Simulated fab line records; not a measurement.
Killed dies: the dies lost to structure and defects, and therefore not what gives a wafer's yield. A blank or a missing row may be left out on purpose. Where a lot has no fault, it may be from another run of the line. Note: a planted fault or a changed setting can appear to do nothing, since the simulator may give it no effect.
Matching of chambers | flow sky130 | 3 sister chambers for SKY_LI_CONTACT_HDPCVD_00 on hdpcvd-01
The step deposits PSG, target thk 930 nm, time 155 s. 6 wafers are shown with their chamber, then 7 later ones without.

== WAFERS PAIRED WITH THEIR CHAMBERS ==
wafer  | chamber | run length s (s)
L285.1 | 0       | 182.3
L286.1 | 2       | 183.1
L286.5 | 1       | 182.1
L286.6 | 2       | 183.1
L288.1 | 0       | 182.6
L288.3 | 1       | 182.7

== WAFERS MISSING THEIR CHAMBER ==
wafer  | run length s (s)
L288.4 | 182.8
L289.1 | 182.9
L289.2 | 183.1
L289.6 | 183.1
L294.4 | 181.9
L294.5 | 183.2
L297.2 | 181.9

== CHAMBER TAKEN BY EACH ==
wafer  | from the rows above          | in truth
L288.4 | can't be placed: 2 or 0 or 1 | 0
L289.1 | can't be placed: 2 or 0 or 1 | 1
L289.2 | 2                            | 2
L289.6 | 2                            | 2
L294.4 | can't be placed: 1 or 0      | 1
L294.5 | 2                            | 2
L297.2 | can't be placed: 1 or 0      | 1
Placed correctly: 3 of 7. Can't be placed from these rows: 4 (the true chamber is among the candidates in 4). Placed wrongly: 0.
How it was worked out, from the rows above alone: a wafer's distance from a chamber is the root of the sum, over the readings, of the square of ((its reading less the chamber's mean) divided by the reading's scatter). The wafer belongs to the nearest chamber; if the next one is less than 2 further off, it can't be placed. A chamber's mean is the mean of its shown wafers. The scatter: take each reading less its chamber's mean, square it, sum over the shown wafers, divide by the number of wafers less the number of chambers, and take the root.
